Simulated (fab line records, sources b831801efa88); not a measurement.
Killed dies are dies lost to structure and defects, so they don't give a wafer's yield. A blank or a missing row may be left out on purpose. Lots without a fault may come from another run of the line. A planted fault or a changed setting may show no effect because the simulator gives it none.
fab line records | flow sky130
record lots=6 wafers=18 last_day=49
route steps=708 shown LDD_LDN@294 SPACER@304 POLY_CUT@307 PAD_OPEN@708
lots that met no fault: from a run of the same line without faults
start_h: hours from the record's first day to the start of the lot's first wafer shown | wait_h: hours since the lot's step before | " the same as in the row above | L1.1+2: a row that stands for several wafers | - no value, or no start given | * or withheld: withheld | < > ~ a bound
route shown NAME@n: a module of which the file shows steps, and the number in the route of the first | usual: mean/standard deviation of fault-free wafers | same: alike in all rows | chamber/n: place in a boat | sites: the reading at each site | _std_site: their standard deviation | _edge_site: outer sites' mean less inner sites' | radius_mm: how far each site lies from the wafer's centre | mask NAME#n: copy n | behind: the tool/chamber that last shaped the wafer | hold: why the lot was held/for how many hours/how that ended | device: the transistor (n, p or np) that didn't switch | end of line: the same wafers' tests at the end of the route | a step without rows: its recipe alone | killed: dies lost to structure and defects at the first sort, not the wafer's yield | map: a wafer's dies, x killed, . not, _ none there
set.NAME: the setting as run; set.NAME@STEP: as run at that earlier step | model.NAME: the simulator's own value behind a step, which no gauge read
lots at some steps of the route; a table a step, a row a wafer
services: from which hour (start_h, from the record's first day; less than 0 if before it) a tool's chamber was out of use, for how many hours, and why
## steps
# step SKY_LDD_LDN_PEB_05
# recipe temp_c=withheld time_s=* resist=NOVOLAK
# step SKY_LDD_LDN_DEVELOP_06
# recipe resist=NOVOLAK developer=TMAH develop_time_s=60 dev_temp_c=23
# step SKY_LDD_LDN_OVL_MEAS_07
# usual LDD_LDN_OVL=0.4/1.5
# columns lot.wafer tool chamber start_h wait_h LDD_LDN_OVL[nm]
L202.2 overlay-01 - 557.99 0.1 0.0
L202.3 " - " " -2.1
L202.6 " - " " -0.6
L206.1 overlay-02 - 594.74 0.1 1.6
L206.2 " - " " 1.3
L206.4 " - " " 0.7
L208.2 overlay-02 - 596.84 0.1 -2.1
L208.3 " - " " -1.5
L208.4 " - " " -3.3
L209.2 overlay-01 - 611.89 0.1 -1.1
L209.4 " - " " 0.8
L209.6 " - " " 0.0
L215.1 overlay-01 - 665.34 0.1 2.8
L215.5 " - " " 0.6
L215.6 " - " " 1.6
L216.1 overlay-01 - 689.79 0.1 -2.2
L216.3 " - " " 1.5
L216.6 " - " " -1.5
# step SKY_LDD_LDN_IMPLANT_08
# recipe species=As energy_kev=15 dose_cm2=1.25e+13 tilt_deg=withheld rotation_deg=23
# step SKY_LDD_LDN_IMPLANT_09
# recipe species=As energy_kev=15 dose_cm2=1.25e+13 tilt_deg=withheld rotation_deg=113
# step SKY_LDD_LDN_IMPLANT_10
# recipe species=As energy_kev=15 dose_cm2=1.25e+13 tilt_deg=withheld rotation_deg=203
# step SKY_LDD_LDN_IMPLANT_11
# recipe species=As energy_kev=15 dose_cm2=1.25e+13 tilt_deg=withheld rotation_deg=293
# step SKY_LDD_LDN_STRIP_12
# recipe chemistry=O2/N2 power_w=1400 pressure_mtorr=1500 platen_temp_c=withheld o2_flow_sccm=3000 n2_flow_sccm=300 overash_fraction=0.5
# usual chamber_pressure_mTorr=1500.0/1.2 drypump_motor_current_A=5.6/0.51 oes_product_au=0.715/0.0047 strip_time_to_endpoint_s=14.18/0.038
# columns lot.wafer tool chamber start_h wait_h chamber_pressure_mTorr drypump_motor_current_A oes_product_au rf_hours_counter_h strip_time_to_endpoint_s
L202.2 plasma_asher-04 0 558.62 0.1 1497.6 5.1 0.715 87 14.17
L202.3 " 1 " " 1500.6 5.7 0.711 - 14.18
L202.6 " 0 " " 1502.0 5.1 0.716 - 14.16
L206.1 plasma_asher-03 0 595.37 0.1 1499.9 6.5 0.712 16 14.17
L206.2 " 1 " " 1500.2 5.0 0.716 16 14.20
L206.4 " 1 " " 1498.7 5.0 0.717 - 14.19
L208.2 plasma_asher-03 1 597.47 0.1 1500.2 5.0 0.714 17 14.16
L208.3 " 1 " " 1499.2 5.0 0.715 - 14.16
L208.4 " 0 " " 1500.2 6.5 0.715 - 14.17
L209.2 plasma_asher-01 1 612.52 0.1 1500.1 5.5 0.719 51 14.23
L209.4 " 1 " " 1500.7 5.5 0.706 - 14.22
L209.6 " 1 " " 1499.8 5.5 0.718 - 14.20
L215.1 plasma_asher-03 1 665.97 0.1 1499.3 5.0 0.720 24 14.17
L215.5 " 0 " " 1501.3 6.5 0.714 - 14.17
L215.6 " 1 " " 1500.2 5.0 0.711 - 14.18
L216.1 plasma_asher-04 1 690.42 0.1 1501.0 5.7 0.716 101 14.16
L216.3 " 1 " " 1500.0 5.7 0.719 - 14.18
L216.6 " 0 " " 1503.0 5.1 0.715 - 14.18
# step SKY_LDD_LDN_TW_MEAS_13
# usual LDD_LDN_TW=1488/18
# columns lot.wafer tool chamber start_h wait_h LDD_LDN_TW
L202.2 film_metro-01 - 558.73 0.1 1513
L202.3 " - " " 1513
L202.6 " - " " 1514
L206.1 film_metro-03 - 595.47 0.1 1488
L206.2 " - " " 1488
L206.4 " - " " 1487
L208.2 film_metro-02 - 597.58 0.1 1469
L208.3 " - " " 1475
L208.4 " - " " 1478
L209.2 film_metro-02 - 612.63 0.1 1474
L209.4 " - " " 1466
L209.6 " - " " 1482
L215.1 film_metro-03 - 666.07 0.1 1481
L215.5 " - " " 1473
L215.6 " - " " 1484
L216.1 film_metro-02 - 690.52 0.1 1471
L216.3 " - " " 1478
L216.6 " - " " 1474
# step SKY_LDD_LDN_CLEAN_14
# recipe chemistry=SC1/SC2 mix=1:4:20 temp_c=70 time_s=150 dry=n2_spin
# step SKY_SPACER_CVD_00
# recipe material=Si3N4 precursor=DCS/NH3 target_thk_nm=43.1 temp_c=770 time_s=740 pressure_mtorr=250
# step SKY_SPACER_THK_MEAS_01
# recipe reads=Si3N4_of_SPACER_CVD_00
# usual SPACER_CVD_00_THK=43.0/0.45
# columns lot.wafer tool chamber start_h wait_h SPACER_CVD_00_THK[nm]
L202.2 film_metro-03 - 560.05 0.0 42.2
L202.3 " - " " 42.2
L202.6 " - " " 42.1
L206.1 film_metro-04 - 596.84 0.0 42.6
L206.2 " - " " 42.5
L206.4 " - " " 42.7
L208.2 film_metro-02 - 599.26 0.0 42.7
L208.3 " - " " 42.7
L208.4 " - " " 42.9
L209.2 film_metro-04 - 614.00 0.0 42.5
L209.4 " - " " 42.6
L209.6 " - " " 42.4
L215.1 film_metro-02 - 669.04 0.0 43.1
L215.5 " - " " 43.1
L215.6 " - " " 43.2
L216.1 film_metro-02 - 692.91 0.0 43.4
L216.3 " - " " 43.4
L216.6 " - " " 43.3
# step SKY_SPACER_ETCHBACK_02
# recipe chemistry=CH3F/O2 target=Si3N4 stop_on=SiO2 source_w=400 bias_w=80 pressure_mtorr=25 ch3f_flow_sccm=40 O2_flow_sccm=30 time_s=46.7 target_depth_a=450
# usual chamber_pressure_mTorr=24.996/0.022 drypump_motor_current_A=5.83/0.3 oes_product_au=0.854/0.0071 rf_fwd_power_W=396.5/1.6 run_length_s=75.2/0.5 throttle_valve_pct=10.562/0.0096
# columns lot.wafer tool chamber start_h wait_h chamber_pressure_mTorr drypump_motor_current_A oes_product_au rf_fwd_power_W rf_hours_counter_h run_length_s throttle_valve_pct model.SiO2_of_SONOS_ONO_CVD_04.thk_nm
L202.2 rie_diel-04 3 560.10 0.0 24.991 5.62 0.843 397.5 2 74.7 10.550 4.318
L202.3 " 2 " " 25.032 5.37 0.840 394.2 13 75.3 10.570 4.266
L202.6 " 2 " " 24.999 5.40 0.844 393.9 - 75.3 10.554 4.303
L206.1 rie_diel-01 1 596.90 0.1 24.976 6.18 0.834 398.0 5 75.0 10.543 4.373
L206.2 " 0 " " 24.958 5.59 0.850 395.6 4 74.5 10.566 4.39
L206.4 " 3 " " 24.989 6.01 0.848 391.7 11 74.1 10.552 4.469
L208.2 rie_diel-01 0 599.31 0.0 24.990 5.59 0.701 395.2 4 93.9 10.548 2.222
L208.3 " 2 " " 25.024 5.89 0.861 393.7 2 76.0 10.562 4.236
L208.4 " 3 " " 24.997 5.98 0.854 394.8 11 74.4 10.562 4.223
L209.2 rie_diel-01 3 614.05 0.0 24.977 6.03 0.839 396.1 11 74.6 10.545 4.208
L209.4 " 0 " " 25.004 5.59 0.709 398.2 4 93.9 10.545 2.302
L209.6 " 3 " " 24.989 6.02 0.855 398.0 - 74.2 10.536 4.2
L215.1 rie_diel-04 3 669.10 0.1 25.002 5.61 0.857 398.2 4 74.7 10.554 4.401
L215.5 " 0 " " 25.017 6.14 0.858 396.5 - 75.6 10.565 4.551
L215.6 " 3 " " 24.991 5.61 0.859 397.7 - 74.6 10.557 4.44
L216.1 rie_diel-04 0 692.97 0.1 24.973 6.13 0.859 396.9 34 75.2 10.559 4.47
L216.3 " 2 " " 25.002 5.37 0.859 397.3 15 75.2 10.561 4.356
L216.6 " 0 " " 24.998 6.16 0.856 397.7 - 75.0 10.571 4.434
# step SKY_POLY_CUT_DEHYDRATE_00
# recipe temp_c=200 time_s=60
# step SKY_POLY_CUT_HMDS_01
# recipe prime_time_s=60 prime_temp_c=120
# step SKY_POLY_CUT_COAT_02
# recipe resist=BARC temp_c=withheld time_s=withheld spin_rpm=3000 resist_thk_nm=60
# step SKY_POLY_CUT_COAT_03
# recipe resist=KrF-thick spin_rpm=3000 resist_thk_nm=450
# step SKY_POLY_CUT_SOFTBAKE_04
# recipe temp_c=100 time_s=90 resist=KrF-thick
# step SKY_POLY_CUT_EXPOSE_05
# recipe mask_id=NPCM na=0.8 source_shape=annular sigma_inner=0.55 sigma_outer=0.85 target_cd_nm=270 dose_mj=32
# step SKY_POLY_CUT_PEB_06
# recipe peb_temp_c=withheld peb_time_s=withheld resist=KrF-thick
# step SKY_POLY_CUT_DEVELOP_07
# recipe develop_time_s=60 resist=KrF-thick dev_temp_c=21
# step SKY_POLY_CUT_CD_MEAS_08
# recipe target_cd_nm=270
# usual cd_nm=270.4/1.6
# columns lot.wafer tool chamber start_h wait_h cd_nm
L202.2 cd_sem-02 - 589.71 - 270.1
L202.3 " - " " 271.9
L202.6 " - " " 270.3
L206.1 cd_sem-02 - 625.93 - 271.1
L206.2 " - " " 271.0
L206.4 " - " " 271.7
L208.2 cd_sem-02 - 628.55 - 272.3
L208.3 " - " " 272.3
L208.4 " - " " 271.2
L209.2 cd_sem-02 - 643.17 - 269.2
L209.4 " - " " 271.2
L209.6 " - " " 269.6
L215.1 cd_sem-02 - 696.89 - 270.0
L215.5 " - " " 269.8
L215.6 " - " " 269.0
L216.1 cd_sem-02 - 720.78 - 270.2
L216.3 " - " " 269.4
L216.6 " - " " 269.3
# step SKY_POLY_CUT_OVL_MEAS_09
# usual POLY_CUT_OVL=0/5.1
# columns lot.wafer tool chamber start_h wait_h POLY_CUT_OVL[nm]
L202.2 overlay-01 - 589.82 0.1 0
L202.3 " - " " -1
L202.6 " - " " 2
L206.1 overlay-02 - 626.05 0.1 0
L206.2 " - " " -6
L206.4 " - " " 3
L208.2 overlay-01 - 628.66 0.1 10
L208.3 " - " " 9
L208.4 " - " " 10
L209.2 overlay-02 - 643.27 0.1 -8
L209.4 " - " " -2
L209.6 " - " " -3
L215.1 overlay-02 - 697.01 0.1 -1
L215.5 " - " " 0
L215.6 " - " " -6
L216.1 overlay-02 - 720.90 0.1 3
L216.3 " - " " 4
L216.6 " - " " 7
# step SKY_POLY_CUT_ETCH_10
# recipe chemistry=N2/H2 target=BARC ion_energy_ev=200 source_w=500 bias_w=100 pressure_mtorr=30 n2_flow_sccm=100 h2_flow_sccm=200 stop_on=SiO2 time_s=45.9 target_depth_a=600
# usual chamber_pressure_mTorr=30.000/0.029 drypump_motor_current_A=5.75/0.3 oes_product_au=0.854/0.0045 rf_fwd_power_W=495.4/2.3 throttle_valve_pct=13.226/0.0088
# columns lot.wafer tool chamber start_h wait_h chamber_pressure_mTorr drypump_motor_current_A oes_product_au rf_fwd_power_W rf_hours_counter_h throttle_valve_pct
L202.2 rie_diel-03 1 589.85 0.0 29.996 5.56 0.854 491.4 2 13.221
L202.3 " 2 " " 29.951 5.33 0.848 497.8 15 13.220
L202.6 " 3 " " 29.933 5.77 0.851 493.4 - 13.221
L206.1 rie_diel-04 3 626.09 0.0 29.992 5.63 0.853 496.4 3 13.235
L206.2 " 2 " " 30.016 5.36 0.851 496.0 14 13.213
L206.4 " 0 " " 29.996 6.17 0.858 496.3 33 13.210
L208.2 rie_diel-03 2 628.69 0.0 29.975 5.34 0.855 495.1 16 13.236
L208.3 " 0 " " 30.016 5.93 0.851 497.2 6 13.235
L208.4 " 3 " " 29.990 5.76 0.858 492.4 2 13.235
L209.2 rie_diel-03 2 643.30 0.0 30.046 5.34 0.856 496.3 16 13.222
L209.4 " 1 " " 30.008 5.57 0.858 492.1 3 13.221
L209.6 " 0 " " 30.008 5.98 0.850 498.9 - 13.229
L215.1 rie_diel-03 2 697.04 0.0 30.021 5.33 0.852 494.1 18 13.237
L215.5 " 1 " " 29.979 5.57 0.855 494.6 - 13.218
L215.6 " 2 " " 30.008 5.32 0.853 496.7 - 13.227
L216.1 rie_diel-02 1 720.94 0.0 30.018 5.72 0.855 495.5 10 13.235
L216.3 " 3 " " 29.991 6.03 0.856 498.8 18 13.234
L216.6 " 1 " " 29.936 5.75 0.849 495.7 - 13.219
# step SKY_POLY_CUT_ETCH_11
# recipe target=Si3N4 chemistry=CF4/CH2F2/Ar stop_on=poly-Si source_w=600 bias_w=150 pressure_mtorr=40 cf4_flow_sccm=40 ch2f2_flow_sccm=20 Ar_flow_sccm=150 time_s=42.5 target_depth_a=600
# usual cf4_flow_sccm=39.99/0.11 chamber_pressure_mTorr=40.00/0.038 drypump_motor_current_A=5.74/0.29 mfc_ar_sccm=150.0/0.46 oes_product_au=0.828/0.0067 rf_fwd_power_W=593.8/2.7 throttle_valve_pct=14.994/0.0082
# columns lot.wafer tool chamber start_h wait_h cf4_flow_sccm chamber_pressure_mTorr drypump_motor_current_A mfc_ar_sccm oes_product_au rf_fwd_power_W rf_hours_counter_h throttle_valve_pct model.POLY_CUT.feature_depth_nm model.etch.depth_nm
L202.2 rie_diel-03 1 589.89 0.0 39.88 39.98 5.57 150.0 0.835 591.9 2 15.004 62.23 62.23
L202.3 " 2 " " 39.91 39.94 5.31 150.7 0.832 593.7 15 15.004 62.11 62.11
L202.6 " 3 " " 39.96 40.01 5.77 149.8 0.832 587.8 - 15.005 62 61.99
L206.1 rie_diel-04 3 626.13 0.0 39.92 39.97 5.61 149.8 0.831 595.6 3 15.004 62.46 62.46
L206.2 " 2 " " 39.98 40.07 5.39 149.8 0.842 590.2 14 14.989 62.78 62.78
L206.4 " 0 " " 39.88 39.90 6.13 150.3 0.832 593.7 33 14.970 61.14 61.14
L208.2 rie_diel-03 2 628.73 0.0 40.16 40.00 5.33 150.0 0.776 593.3 16 14.989 56.68 56.68
L208.3 " 0 " " 40.01 40.01 5.97 150.7 0.819 594.1 6 14.995 61.03 61.03
L208.4 " 3 " " 40.14 39.97 5.76 150.1 0.818 588.3 2 14.999 61.05 61.05
L209.2 rie_diel-03 2 643.34 0.0 40.03 40.00 5.34 149.8 0.835 596.1 16 14.982 62.17 62.17
L209.4 " 1 " " 39.96 40.00 5.56 150.5 0.793 588.1 3 14.982 56.73 56.73
L209.6 " 0 " " 40.09 40.02 5.96 150.6 0.824 595.3 - 14.996 62.07 62.07
L215.1 rie_diel-03 2 697.08 0.0 39.86 40.02 5.32 150.2 0.826 594.9 18 14.987 62.65 62.65
L215.5 " 1 " " 40.03 40.02 5.54 150.9 0.832 593.1 - 14.994 62.31 62.31
L215.6 " 2 " " 39.78 39.99 5.30 149.6 0.830 593.6 - 14.990 62.51 62.51
L216.1 rie_diel-02 1 720.98 0.0 40.12 39.96 5.73 149.6 0.817 594.3 10 14.998 61.34 61.34
L216.3 " 3 " " 40.08 40.00 6.03 149.9 0.822 595.0 18 14.985 61.61 61.61
L216.6 " 1 " " 40.05 40.09 5.71 149.4 0.830 597.0 - 14.996 61.84 61.84
# step SKY_POLY_CUT_STRIP_12
# recipe chemistry=O2/N2 power_w=1400 pressure_mtorr=1500 platen_temp_c=withheld o2_flow_sccm=3000 n2_flow_sccm=300 overash_fraction=0.5
# usual chamber_pressure_mTorr=1500.0/1.2 drypump_motor_current_A=5.7/0.42 oes_product_au=0.453/0.0048 strip_time_to_endpoint_s=5.357/0.019
# columns lot.wafer tool chamber start_h wait_h chamber_pressure_mTorr drypump_motor_current_A oes_product_au rf_hours_counter_h strip_time_to_endpoint_s
L202.2 plasma_asher-01 0 589.93 0.0 1500.8 5.8 0.449 49 5.348
L202.3 " 1 " " 1498.9 5.6 0.458 - 5.337
L202.6 " 0 " " 1502.0 5.8 0.449 - 5.338
L206.1 plasma_asher-03 0 626.17 0.0 1498.7 6.5 0.456 20 5.344
L206.2 " 1 " " 1499.4 5.0 0.453 20 5.333
L206.4 " 1 " " 1501.9 5.0 0.458 - 5.343
L208.2 plasma_asher-03 0 628.77 0.0 1497.9 6.5 0.454 20 5.403
L208.3 " 0 " " 1499.9 6.5 0.449 - 5.373
L208.4 " 1 " " 1500.0 5.0 0.463 - 5.394
L209.2 plasma_asher-01 1 643.38 0.0 1498.9 5.5 0.443 51 5.350
L209.4 " 1 " " 1501.2 5.5 0.447 - 5.338
L209.6 " 1 " " 1500.4 5.5 0.453 - 5.347
L215.1 plasma_asher-02 0 697.13 0.0 1499.4 5.7 0.458 89 5.339
L215.5 " 0 " " 1499.0 5.7 0.449 - 5.341
L215.6 " 1 " " 1502.8 5.5 0.448 - 5.356
L216.1 plasma_asher-01 1 721.02 0.0 1501.3 5.5 0.449 59 5.326
L216.3 " 0 " " 1500.5 5.8 0.457 - 5.340
L216.6 " 0 " " 1502.3 5.8 0.452 - 5.333
# step SKY_PAD_OPEN_PROBE_99
# usual killed_at_M0_to_M3=44/6.9 killed_at_M4_up=3.3/1.8 killed_at_contacts=24/5 killed_at_front_end=16/4.6 killed_at_other=0.2/0.42 killed_dies=88/9.2 killed_open=48/7.3 killed_short=40/6.5
# same gross_dies=492 killed_at_back_side=0
# columns lot.wafer tool chamber start_h wait_h killed_at_M0_to_M3 killed_at_M4_up killed_at_contacts killed_at_front_end killed_at_other killed_dies killed_open killed_short model.etest.pfet_01v8.r_on_ohm_um model.etest.res_pdiff.line_ohm_um model.etest.res_ndiff.line_ohm_um model.etest.nfet_g5v0d10v5.r_on_ohm_um model.etest.sonos_uncharged.r_on_ohm_um model.etest.pfet_01v8.drive_ua_um model.etest.nfet_01v8_lvt.drive_ua_um model.etest.res_pdiff.rs_ohm_sq
L202.2 prober-02 - 1099.62 0.1 66 2 22 14 0 104 53 51 2993 1351 755.7 1898 815.2 183.4 551.9 194.5
L202.3 prober-02 - 1099.67 0.2 49 3 25 17 0 94 49 45 2891 1369 766.4 1883 804.3 193.4 585 196.1
L202.6 prober-02 - 1099.82 0.2 41 3 22 22 0 88 50 38 2941 1365 775.9 1876 822.3 186.1 566.1 196.6
L206.1 prober-02 - 1125.65 0.1 30 1 20 18 1 70 32 38 2807 1354 744.5 1876 803.8 200.8 560.7 196.9
L206.2 prober-02 - 1125.70 0.1 36 4 19 15 0 74 41 33 2802 1364 767.2 1858 815.9 199.4 568.5 196.5
L206.4 prober-02 - 1125.80 0.2 35 4 20 11 0 70 40 29 2890 1344 745.4 1866 827.5 194 565.8 195.8
L208.2 prober-02 - 1130.27 0.1 39 8 28 18 1 94 40 51 2680 1241 723.4 1887 781.6 211.5 589 183.6
L208.3 prober-02 - 1130.32 0.2 39 6 20 31 0 96 49 44 2936 1386 774.1 1899 824.3 192.1 577.9 198.6
L208.4 prober-02 - 1130.37 0.2 42 3 32 12 0 89 46 41 2927 1377 771.3 1935 820.1 190.2 562.2 198.9
L209.2 prober-01 - 1133.84 0.1 57 2 19 22 0 100 53 47 2995 1370 767.6 1904 840.7 187 570 200.6
L209.4 prober-01 - 1133.94 0.2 45 2 29 32 0 108 59 49 2734 1268 716 1851 795.1 209.4 580.4 180
L209.6 prober-01 - 1134.04 0.2 47 4 28 18 0 97 59 38 2920 1355 761.1 1903 821.7 191.6 559 199.5
L215.1 prober-01 - 1170.17 0.1 51 3 26 16 0 96 51 44 2959 1373 769.9 1943 811.8 185.8 561.6 196.4
L215.5 prober-01 - 1170.37 0.2 51 4 25 8 1 89 44 44 2926 1391 775.2 1892 803.6 191.1 545.6 195.3
L215.6 prober-01 - 1170.42 0.2 53 4 27 16 0 100 56 44 2975 1398 787.9 1936 811.4 186.8 554.4 197.6
L216.1 prober-01 - 1185.98 0.1 44 2 25 11 0 82 47 35 2888 1348 762.5 1877 817.9 194.6 588.2 195.6
L216.3 prober-01 - 1186.08 0.2 38 2 20 12 1 73 42 30 2938 1341 754.6 1888 826.6 190.1 568.2 196.5
L216.6 prober-01 - 1186.23 0.2 51 2 23 16 0 92 42 50 2935 1319 757.6 1870 815.7 192.5 571.6 196.4
# killed by level:class
L202.2 VIA1:geometric_particle:open=19 METAL1:geometric_particle:short=11 METAL2:geometric_particle:short=8 CONTACT:geometric_particle:open=7 VIA1:geometric_particle:short=6 FIELD_ISO:geometric_particle:open=5 CONTACT:geometric_particle:short=5 VIA3:geometric_particle:open=4
L202.3 CONTACT:geometric_particle:open=11 VIA2:geometric_particle:open=8 FIELD_ISO:geometric_particle:short=7 LI_CONTACT:geometric_particle:open=7 VIA1:geometric_particle:open=7 METAL2:geometric_particle:short=7 VIA1:geometric_particle:short=5 CONTACT:geometric_particle:short=5
L202.6 VIA1:geometric_particle:open=12 CONTACT:geometric_particle:open=8 FIELD_ISO:geometric_particle:open=6 POLY_GATE:geometric_particle:short=5 LOCAL_INTERCONNECT:geometric_particle:short=5 VIA3:geometric_particle:open=5 FIELD_ISO:geometric_particle:short=4 LI_CONTACT:geometric_particle:open=4
L206.1 POLY_GATE:geometric_particle:short=10 LI_CONTACT:geometric_particle:open=10 VIA3:geometric_particle:open=7 VIA1:geometric_particle:short=6 CONTACT:geometric_particle:open=5 METAL3:geometric_particle:short=5 CONTACT:geometric_particle:short=3 VIA2:geometric_particle:open=3
L206.2 CONTACT:geometric_particle:open=11 VIA1:geometric_particle:open=10 VIA1:geometric_particle:short=7 METAL2:geometric_particle:short=5 FIELD_ISO:geometric_particle:open=4 VIA2:geometric_particle:short=4 VIA3:geometric_particle:open=4 LI_CONTACT:geometric_particle:open=3
L206.4 LI_CONTACT:geometric_particle:open=10 VIA3:geometric_particle:open=10 VIA1:geometric_particle:open=7 CONTACT:geometric_particle:open=4 POLY_CUT:geometric_particle:short=3 LI_CONTACT:geometric_particle:short=3 VIA2:geometric_particle:open=3 METAL2:geometric_particle:short=3
L208.2 LOCAL_INTERCONNECT:geometric_particle:short=8 CONTACT:geometric_particle:open=7 VIA2:geometric_particle:open=7 METAL1:geometric_particle:short=6 VIA1:geometric_particle:open=6 METAL2:geometric_particle:short=6 FIELD_ISO:geometric_particle:short=5 LI_CONTACT:geometric_particle:short=5
L208.3 VIA1:geometric_particle:open=11 FIELD_ISO:geometric_particle:short=10 CONTACT:geometric_particle:open=10 FIELD_ISO:geometric_particle:open=7 METAL2:geometric_particle:short=5 POLY_GATE:geometric_particle:short=5 METAL1:geometric_particle:short=5 VIA3:geometric_particle:open=5
L208.4 CONTACT:geometric_particle:open=13 VIA1:geometric_particle:open=12 VIA1:geometric_particle:short=7 CONTACT:geometric_particle:short=6 VIA2:geometric_particle:open=5 LOCAL_INTERCONNECT:geometric_particle:short=5 METAL2:geometric_particle:short=5 LI_CONTACT:geometric_particle:short=4
L209.2 VIA1:geometric_particle:open=17 VIA3:geometric_particle:open=9 FIELD_ISO:geometric_particle:short=8 LI_CONTACT:geometric_particle:open=6 VIA1:geometric_particle:short=6 FIELD_ISO:geometric_particle:open=5 VIA2:geometric_particle:short=5 CONTACT:geometric_particle:open=5
L209.4 CONTACT:geometric_particle:open=16 FIELD_ISO:geometric_particle:short=12 VIA1:geometric_particle:open=9 FIELD_ISO:geometric_particle:open=7 METAL1:geometric_particle:short=6 POLY_GATE:geometric_particle:open=5 VIA2:geometric_particle:open=5 LI_CONTACT:geometric_particle:open=5
L209.6 VIA1:geometric_particle:open=15 CONTACT:geometric_particle:open=10 LOCAL_INTERCONNECT:geometric_particle:short=7 VIA3:geometric_particle:open=7 FIELD_ISO:geometric_particle:open=6 LI_CONTACT:geometric_particle:open=5 CONTACT:geometric_particle:short=5 METAL2:geometric_particle:short=5
L215.1 VIA2:geometric_particle:open=14 LOCAL_INTERCONNECT:geometric_particle:short=10 CONTACT:geometric_particle:open=8 VIA1:geometric_particle:open=7 POLY_GATE:geometric_particle:open=5 VIA3:geometric_particle:open=5 VIA1:geometric_particle:short=5 METAL2:geometric_particle:short=4
L215.5 CONTACT:geometric_particle:open=13 METAL2:geometric_particle:short=10 VIA1:geometric_particle:open=8 VIA3:geometric_particle:open=8 LI_CONTACT:geometric_particle:open=5 VIA2:geometric_particle:open=5 VIA3:geometric_particle:short=5 CONTACT:geometric_particle:short=4
L215.6 CONTACT:geometric_particle:open=17 METAL2:geometric_particle:short=10 METAL1:geometric_particle:short=8 VIA1:geometric_particle:open=8 VIA3:geometric_particle:open=7 VIA2:geometric_particle:open=6 POLY_GATE:geometric_particle:open=5 LOCAL_INTERCONNECT:geometric_particle:short=5
L216.1 VIA1:geometric_particle:open=12 VIA3:geometric_particle:open=8 METAL2:geometric_particle:short=7 CONTACT:geometric_particle:open=7 LI_CONTACT:geometric_particle:short=5 LI_CONTACT:geometric_particle:open=5 VIA2:geometric_particle:open=5 LOCAL_INTERCONNECT:geometric_particle:short=4
L216.3 VIA2:geometric_particle:open=9 CONTACT:geometric_particle:open=7 METAL1:geometric_particle:short=7 VIA1:geometric_particle:open=7 LI_CONTACT:geometric_particle:open=4 LOCAL_INTERCONNECT:geometric_particle:short=4 VIA3:geometric_particle:open=4 FIELD_ISO:geometric_particle:open=3
L216.6 METAL2:geometric_particle:short=10 VIA1:geometric_particle:open=9 LOCAL_INTERCONNECT:geometric_particle:short=7 METAL1:geometric_particle:short=6 LI_CONTACT:geometric_particle:open=5 VIA2:geometric_particle:open=5 CONTACT:geometric_particle:open=4 VIA1:geometric_particle:short=4
## services
# columns tool chamber start_h hours kind
rie_diel-02 3 540.97 85.0 repair
rie_diel-04 0 541.37 19.7 repair
rie_diel-01 - 556.04 2.8 pm
rie_diel-04 - 570.58 0.9 repair
rie_diel-02 - 575.27 14.6 pm
plasma_asher-04 - 577.74 1.3 repair
plasma_asher-04 - 606.64 2.8 pm
rie_diel-02 1 611.98 6.3 repair
plasma_asher-01 - 614.40 28.1 pm
rie_diel-02 3 637.25 7.1 repair
rie_diel-04 3 640.94 5.3 repair
rie_diel-04 1 646.26 - clean
rie_diel-04 1 646.26 21.5 scheduled_down
rie_diel-04 1 646.26 21.5 vent_cycle
rie_diel-02 1 646.52 9.0 repair
rie_diel-02 0 656.18 6.8 repair
plasma_asher-01 - 671.51 0.3 repair
rie_diel-02 0 676.72 12.1 repair
rie_diel-01 - 682.59 1.8 repair
rie_diel-04 2 686.13 2.0 repair
## key
first_sign step=SKY_SPACER_ETCHBACK_02 reading=run_length_s direction=up sigmas=37 usual=* struck=*
effect step=SKY_SPACER_ETCHBACK_02 reading=oes_product_au direction=down sigmas=21 usual=0.854 struck=0.705
effect step=SKY_POLY_CUT_ETCH_11 reading=oes_product_au direction=down sigmas=6.5 usual=0.828 struck=0.785
model_effect step=SKY_SPACER_ETCHBACK_02 value=SiO2_of_SONOS_ONO_CVD_04.thk_nm without=4.222 struck=2.262
model_effect step=SKY_POLY_CUT_ETCH_11 value=POLY_CUT.feature_depth_nm without=62.16 struck=56.7
model_effect step=SKY_PAD_OPEN_PROBE_99 value=etest.pfet_01v8.r_on_ohm_um without=2936 struck=2707
met_at SKY_SPACER_ETCHBACK_02
struck_wafers L208.2,L209.4
tester_left_out L208,L209
onset_between 596.90 599.31
fault kind=process_parameter_drift tool=rie_diel-01 chamber=0 onset_h=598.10 steps=SKY_SPACER_ETCHBACK_02 channel=time_s offset=* shape=step end_h=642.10 acts_in=* stated=*
# tester_left_out: of these lots the tester's yield and bins aren't shown, on N5 and GAA mostly nor the transistor test; their killed dies are dies lost to structure and defects alone, not to doping, threshold or leakage, so they don't give the yield
